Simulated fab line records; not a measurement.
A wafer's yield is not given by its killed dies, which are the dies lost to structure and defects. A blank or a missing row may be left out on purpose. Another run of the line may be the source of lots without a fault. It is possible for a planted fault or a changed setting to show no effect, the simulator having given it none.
fab line records -- flow sky130
record: lots: 6, wafers: 18, last_day: 50
route steps=708 shown METAL1@436 PAD_OPEN@708
lots with no fault: from the same line, run without faults
start_h: hours from the record's first day to the start of the lot's first wafer shown -- wait_h: hours since the lot's step before -- " repeats the value in the row above -- L1.1+2: a single row standing in for several wafers -- - value missing, or start not given -- * or withheld: withheld -- < > ~ a bound
route shown NAME@n: NAME is a module with steps in the file, n the number in the route of the first one -- usual: mean/standard deviation taken from wafers without a fault -- same: alike in all rows -- chamber/n: place in a boat -- sites: per-site readings -- _std_site: the values' standard deviation -- _edge_site: inner sites' mean taken away from outer sites' mean -- radius_mm: how far each site lies from the wafer's centre -- mask NAME#n: copy n -- behind: the most recent tool/chamber to have shaped the wafer -- hold: what put the lot on hold/how long, in hours/how the hold closed -- device: the transistor (n, p or np) that didn't switch -- end of line: tests of these same wafers at the route's end -- step lacking rows: just its recipe -- killed: dies lost to structure and defects at the first sort, not the wafer's yield -- map: a wafer's dies, x killed, . not, _ none there
set.NAME: the setting as run; set.NAME@STEP: as run at that earlier step -- model.NAME: the simulator's own value behind a step, which no gauge read
a table for each step, a row for each wafer; lots at some steps of the route
services: a tool's chamber out of use, with start hour (start_h, from the record's first day; less than 0 if before it), hours out, and reason
== steps ==
step: SKY_METAL1_SPUTTER_02
recipe: material: AlCu, target_thk_nm: 250, power_w: 10600, time_s: 13.3, chamber_pressure_pa: 0.4
usual: throttle_valve_pct: 29.5/0.92
lot.wafer,tool,chamber,start_h,wait_h,throttle_valve_pct
L367.2,pvd_sputter-03,-,745.02,0.0,30.9
L367.3,pvd_sputter-03,-,745.02,0.0,30.0
L367.5,pvd_sputter-03,-,745.02,0.0,30.9
L369.2,pvd_sputter-01,-,755.33,0.0,27.8
L369.3,pvd_sputter-01,-,755.33,0.0,29.6
L369.5,pvd_sputter-01,-,755.33,0.0,29.3
L378.2,pvd_sputter-03,-,828.92,0.0,29.1
L378.3,pvd_sputter-03,-,828.92,0.0,31.1
L378.6,pvd_sputter-03,-,828.92,0.0,29.8
L387.2,pvd_sputter-04,-,892.80,0.0,30.0
L387.3,pvd_sputter-04,-,892.80,0.0,29.7
L387.6,pvd_sputter-04,-,892.80,0.0,28.4
L389.3,pvd_sputter-04,-,910.10,0.0,29.8
L389.4,pvd_sputter-04,-,910.10,0.0,28.2
L389.6,pvd_sputter-04,-,910.10,0.0,29.3
L390.1,pvd_sputter-01,-,915.66,0.0,29.9
L390.3,pvd_sputter-01,-,915.66,0.0,27.8
L390.6,pvd_sputter-01,-,915.66,0.0,30.3
step: SKY_METAL1_SPUTTER_03
recipe: material: Ti, target_thk_nm: 5, power_w: 3000, time_s: 3.3, chamber_pressure_pa: 0.4
usual: throttle_valve_pct: 29.5/0.92
lot.wafer,tool,chamber,start_h,wait_h,throttle_valve_pct
L367.2,pvd_sputter-03,-,745.04,0.0,30.7
L367.3,pvd_sputter-03,-,745.04,0.0,29.6
L367.5,pvd_sputter-03,-,745.04,0.0,30.8
L369.2,pvd_sputter-01,-,755.35,0.0,27.8
L369.3,pvd_sputter-01,-,755.35,0.0,29.4
L369.5,pvd_sputter-01,-,755.35,0.0,29.4
L378.2,pvd_sputter-03,-,828.95,0.0,28.9
L378.3,pvd_sputter-03,-,828.95,0.0,30.9
L378.6,pvd_sputter-03,-,828.95,0.0,29.5
L387.2,pvd_sputter-04,-,892.82,0.0,30.0
L387.3,pvd_sputter-04,-,892.82,0.0,29.4
L387.6,pvd_sputter-04,-,892.82,0.0,28.0
L389.3,pvd_sputter-04,-,910.12,0.0,30.0
L389.4,pvd_sputter-04,-,910.12,0.0,28.1
L389.6,pvd_sputter-04,-,910.12,0.0,29.6
L390.1,pvd_sputter-01,-,915.68,0.0,30.1
L390.3,pvd_sputter-01,-,915.68,0.0,27.6
L390.6,pvd_sputter-01,-,915.68,0.0,30.0
step: SKY_METAL1_SPUTTER_04
recipe: material: TiN, target_thk_nm: 70, power_w: 6500, time_s: 58.3, chamber_pressure_pa: 0.4
usual: throttle_valve_pct: 29.5/0.93
lot.wafer,tool,chamber,start_h,wait_h,throttle_valve_pct
L367.2,pvd_sputter-03,-,745.06,0.0,30.6
L367.3,pvd_sputter-03,-,745.06,0.0,29.7
L367.5,pvd_sputter-03,-,745.06,0.0,30.8
L369.2,pvd_sputter-01,-,755.37,0.0,27.5
L369.3,pvd_sputter-01,-,755.37,0.0,29.4
L369.5,pvd_sputter-01,-,755.37,0.0,29.1
L378.2,pvd_sputter-03,-,828.96,0.0,29.0
L378.3,pvd_sputter-03,-,828.96,0.0,30.9
L378.6,pvd_sputter-03,-,828.96,0.0,29.6
L387.2,pvd_sputter-04,-,892.84,0.0,29.8
L387.3,pvd_sputter-04,-,892.84,0.0,29.5
L387.6,pvd_sputter-04,-,892.84,0.0,28.1
L389.3,pvd_sputter-04,-,910.14,0.0,29.9
L389.4,pvd_sputter-04,-,910.14,0.0,28.1
L389.6,pvd_sputter-04,-,910.14,0.0,29.5
L390.1,pvd_sputter-01,-,915.70,0.0,30.0
L390.3,pvd_sputter-01,-,915.70,0.0,27.6
L390.6,pvd_sputter-01,-,915.70,0.0,29.9
step: SKY_METAL1_RS_MEAS_05
recipe: thk_meas_gauge: four-point-probe, reads: TiN_of_METAL1_SPUTTER_04+Ti_of_METAL1_SPUTTER_03+AlCu_of_METAL1_SPUTTER_02+TiN_of_METAL1_SPUTTER_01+Ti_of_METAL1_SPUTTER_00
usual: METAL1_ALCU_RS: 0.1268/0.0013
lot.wafer,tool,chamber,start_h,wait_h,METAL1_ALCU_RS[ohm/sq]
L367.2,film_metro-04,-,745.13,0.0,0.1297
L367.3,film_metro-04,-,745.13,0.0,0.1280
L367.5,film_metro-04,-,745.13,0.0,0.1281
L369.2,film_metro-03,-,755.44,0.0,0.1277
L369.3,film_metro-03,-,755.44,0.0,0.1273
L369.5,film_metro-03,-,755.44,0.0,0.1274
L378.2,film_metro-03,-,829.03,0.0,0.1286
L378.3,film_metro-03,-,829.03,0.0,0.1310
L378.6,film_metro-03,-,829.03,0.0,0.1266
L387.2,film_metro-02,-,892.91,0.0,0.1249
L387.3,film_metro-02,-,892.91,0.0,0.1236
L387.6,film_metro-02,-,892.91,0.0,0.1248
L389.3,film_metro-03,-,910.23,0.1,0.1267
L389.4,film_metro-03,-,910.23,0.1,0.1263
L389.6,film_metro-03,-,910.23,0.1,0.1250
L390.1,film_metro-04,-,915.75,0.0,0.1253
L390.3,film_metro-04,-,915.75,0.0,0.1257
L390.6,film_metro-04,-,915.75,0.0,0.1252
step: SKY_METAL1_THK_MEAS_06
recipe: thk_meas_gauge: xrf, reads: AlCu_of_METAL1_SPUTTER_02
usual: METAL1_ALCU_THK: 252.8/2.5
lot.wafer,tool,chamber,start_h,wait_h,METAL1_ALCU_THK[nm]
L367.2,film_metro-04,-,745.24,0.1,247.8
L367.3,film_metro-04,-,745.24,0.1,249.6
L367.5,film_metro-04,-,745.24,0.1,250.8
L369.2,film_metro-03,-,755.55,0.1,250.0
L369.3,film_metro-03,-,755.55,0.1,251.5
L369.5,film_metro-03,-,755.55,0.1,251.8
L378.2,film_metro-03,-,829.14,0.1,247.6
L378.3,film_metro-03,-,829.14,0.1,246.9
L378.6,film_metro-03,-,829.14,0.1,254.5
L387.2,film_metro-02,-,893.02,0.1,256.3
L387.3,film_metro-02,-,893.02,0.1,259.0
L387.6,film_metro-02,-,893.02,0.1,255.0
L389.3,film_metro-03,-,910.33,0.1,252.1
L389.4,film_metro-03,-,910.33,0.1,250.7
L389.6,film_metro-03,-,910.33,0.1,254.7
L390.1,film_metro-04,-,915.87,0.1,256.1
L390.3,film_metro-04,-,915.87,0.1,255.1
L390.6,film_metro-04,-,915.87,0.1,256.8
step: SKY_METAL1_DEHYDRATE_07
recipe: temp_c: 200, time_s: 60
step: SKY_METAL1_HMDS_08
recipe: prime_time_s: 60, prime_temp_c: 120
step: SKY_METAL1_COAT_09
recipe: resist: BARC, temp_c: withheld, time_s: withheld, spin_rpm: 3000, resist_thk_nm: 60
step: SKY_METAL1_COAT_10
recipe: resist: KrF-thick, spin_rpm: 3000, resist_thk_nm: 450
step: SKY_METAL1_SOFTBAKE_11
recipe: temp_c: 100, time_s: 90, resist: KrF-thick
step: SKY_METAL1_EXPOSE_12
recipe: mask_id: MM1, na: 0.8, source_shape: annular, sigma_inner: 0.55, sigma_outer: 0.85, target_cd_nm: 140, dose_mj: 28
step: SKY_METAL1_PEB_13
recipe: peb_temp_c: withheld, peb_time_s: withheld, resist: KrF-thick
step: SKY_METAL1_DEVELOP_14
recipe: develop_time_s: 60, resist: KrF-thick, dev_temp_c: 21
usual: developer_temp_C: 21.00/0.1, resist_line_temp_C: 23.02/0.11
lot.wafer,tool,chamber,start_h,wait_h,developer_temp_C,resist_line_temp_C
L367.2,litho_track-03,0,771,-,21.00,23.15
L367.3,litho_track-03,0,771,-,20.88,22.96
L367.5,litho_track-03,0,771,-,20.91,23.14
L369.2,litho_track-01,0,782,-,20.87,23.08
L369.3,litho_track-01,0,782,-,21.01,23.04
L369.5,litho_track-01,0,783,-,21.00,22.99
L378.2,litho_track-01,0,855,-,21.03,23.05
L378.3,litho_track-01,0,855,-,20.91,23.11
L378.6,litho_track-01,0,855,-,20.82,23.07
L387.2,litho_track-03,0,918,-,21.71,22.77
L387.3,litho_track-03,0,918,-,21.72,22.71
L387.6,litho_track-03,0,918,-,21.50,22.76
L389.3,litho_track-03,0,934,-,21.56,23.31
L389.4,litho_track-03,0,934,-,21.54,23.18
L389.6,litho_track-03,0,934,-,21.75,23.13
L390.1,litho_track-02,0,940,-,21.01,23.01
L390.3,litho_track-02,0,940,-,21.02,22.92
L390.6,litho_track-02,0,940,-,20.94,22.93
step: SKY_METAL1_CD_MEAS_15
recipe: target_cd_nm: 140
usual: cd_nm: 140.0/1.9
lot.wafer,tool,chamber,start_h,wait_h,cd_nm
L367.2,cd_sem-01,-,771.96,-,141.8
L367.3,cd_sem-01,-,771.96,-,141.7
L367.5,cd_sem-01,-,771.96,-,142.7
L369.2,cd_sem-02,-,783.10,-,136.8
L369.3,cd_sem-02,-,783.10,-,136.5
L369.5,cd_sem-02,-,783.10,-,137.4
L378.2,cd_sem-02,-,855.41,-,141.4
L378.3,cd_sem-02,-,855.41,-,140.1
L378.6,cd_sem-02,-,855.41,-,140.8
L387.2,cd_sem-01,-,918.72,-,139.7
L387.3,cd_sem-01,-,918.72,-,142.1
L387.6,cd_sem-01,-,918.72,-,141.0
L389.3,cd_sem-01,-,934.41,-,140.1
L389.4,cd_sem-01,-,934.41,-,138.4
L389.6,cd_sem-01,-,934.41,-,139.5
L390.1,cd_sem-01,-,940.50,-,139.6
L390.3,cd_sem-01,-,940.50,-,140.0
L390.6,cd_sem-01,-,940.50,-,137.9
step: SKY_PAD_OPEN_PROBE_99
usual: defect_limited_yield: 82.9/1.9, killed_at_M0_to_M3: 42/6.3, killed_at_M4_up: 2.8/1.9, killed_at_contacts: 23/5.3, killed_at_front_end: 16/4.3, killed_at_other: 0.2/0.51, killed_dies: 84/9.3, killed_open: 46/7.6, killed_short: 38/6.3, sort_bin_3_pad_short: 0.8/0.41, sort_bin_5_function: 10.0/1.4, sort_bin_6_memory: 6.2/1.1, sort_n_pass: 408/9.3, sort_yield_pct: 82.9/1.9
same: gross_dies: 492, killed_at_back_side: 0, sort_bin_4_leakage[%]: 0, sort_bin_8_speed[%]: 0
lot.wafer,tool,chamber,start_h,wait_h,defect_limited_yield[%],killed_at_M0_to_M3,killed_at_M4_up,killed_at_contacts,killed_at_front_end,killed_at_other,killed_dies,killed_open,killed_short,sort_bin_3_pad_short[%],sort_bin_5_function[%],sort_bin_6_memory[%],sort_n_pass,sort_yield_pct[%]
L367.2,prober-02,-,1085.05,0.1,83.7,38,1,21,18,2,80,47,33,0.6,8.5,7.1,412,83.7
L367.3,prober-02,-,1085.10,0.2,81.7,45,3,33,9,0,90,52,38,0.4,11.0,6.9,402,81.7
L367.5,prober-02,-,1085.20,0.2,78.9,50,4,24,26,0,104,56,48,1.2,12.8,7.1,388,78.9
L387.2,prober-02,-,1192.72,0.1,82.5,39,6,20,21,0,86,47,39,1.0,9.8,6.7,406,82.5
L387.3,prober-02,-,1192.77,0.2,84.8,40,1,15,18,1,75,42,33,0.6,7.5,7.1,417,84.8
L387.6,prober-02,-,1192.92,0.2,84.8,41,2,14,18,0,75,29,46,0.8,10.0,4.5,417,84.8
killed by level:class
L367.2 CONTACT:geometric_particle:open=12 FIELD_ISO:geometric_particle:open=6 METAL3:geometric_particle:short=6 VIA1:geometric_particle:open=6 VIA3:geometric_particle:open=6 METAL2:geometric_particle:short=5 LI_CONTACT:geometric_particle:open=4 CONTACT:geometric_particle:short=4
L367.3 CONTACT:geometric_particle:open=15 VIA1:geometric_particle:open=10 VIA1:geometric_particle:short=6 METAL1:geometric_particle:short=6 VIA3:geometric_particle:open=6 LI_CONTACT:geometric_particle:short=5 VIA2:geometric_particle:open=5 LI_CONTACT:geometric_particle:open=4
L367.5 VIA2:geometric_particle:open=10 CONTACT:geometric_particle:open=9 VIA3:geometric_particle:open=9 FIELD_ISO:geometric_particle:short=7 VIA1:geometric_particle:open=6 POLY_GATE:geometric_particle:open=5 CONTACT:geometric_particle:short=5 METAL1:geometric_particle:short=5
L387.2 VIA1:geometric_particle:open=10 METAL1:geometric_particle:short=7 LI_CONTACT:geometric_particle:open=6 CONTACT:geometric_particle:open=6 VIA2:geometric_particle:open=6 FIELD_ISO:geometric_particle:short=5 POLY_GATE:geometric_particle:open=5 VIA3:geometric_particle:open=5
L387.3 VIA1:geometric_particle:open=9 VIA3:geometric_particle:open=8 FIELD_ISO:geometric_particle:short=6 VIA1:geometric_particle:short=6 FIELD_ISO:geometric_particle:open=5 CONTACT:geometric_particle:open=4 CONTACT:geometric_particle:short=3 POLY_GATE:geometric_particle:open=3
L387.6 METAL2:geometric_particle:short=9 VIA1:geometric_particle:open=8 FIELD_ISO:geometric_particle:short=6 POLY_GATE:geometric_particle:short=6 CONTACT:geometric_particle:open=6 LI_CONTACT:geometric_particle:short=4 VIA1:geometric_particle:short=4 METAL1:geometric_particle:short=4
== services ==
tool,chamber,start_h,hours,kind
pvd_sputter-01,-,726.56,2.3,repair
pvd_sputter-01,-,731.12,1.8,repair
pvd_sputter-04,-,763.74,1.4,repair
pvd_sputter-03,-,764.84,11.0,repair
pvd_sputter-01,-,764.88,0.6,repair
pvd_sputter-04,-,792.07,0.6,repair
== key ==
first_sign: step: SKY_METAL1_DEVELOP_14, reading: developer_temp_C, direction: up, sigmas: 6.3, usual: *, struck: *
effect none on later readings
met_at SKY_METAL1_DEVELOP_14
struck_wafers L387.2,L387.3,L387.6,L389.3,L389.4,L389.6
loop_trim: step: SKY_METAL1_EXPOSE_12, setting: dose, lots: L389
onset_between 771 918
fault: kind: process_parameter_drift, tool: litho_track-03, chamber: -, onset_h: 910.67, steps: SKY_METAL1_DEVELOP_14, channel: dev_temp_c, offset: *, shape: step, end_h: 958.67, acts_in: *, stated: *
loop_trim: a control loop set the setting to another value than it would have without faults
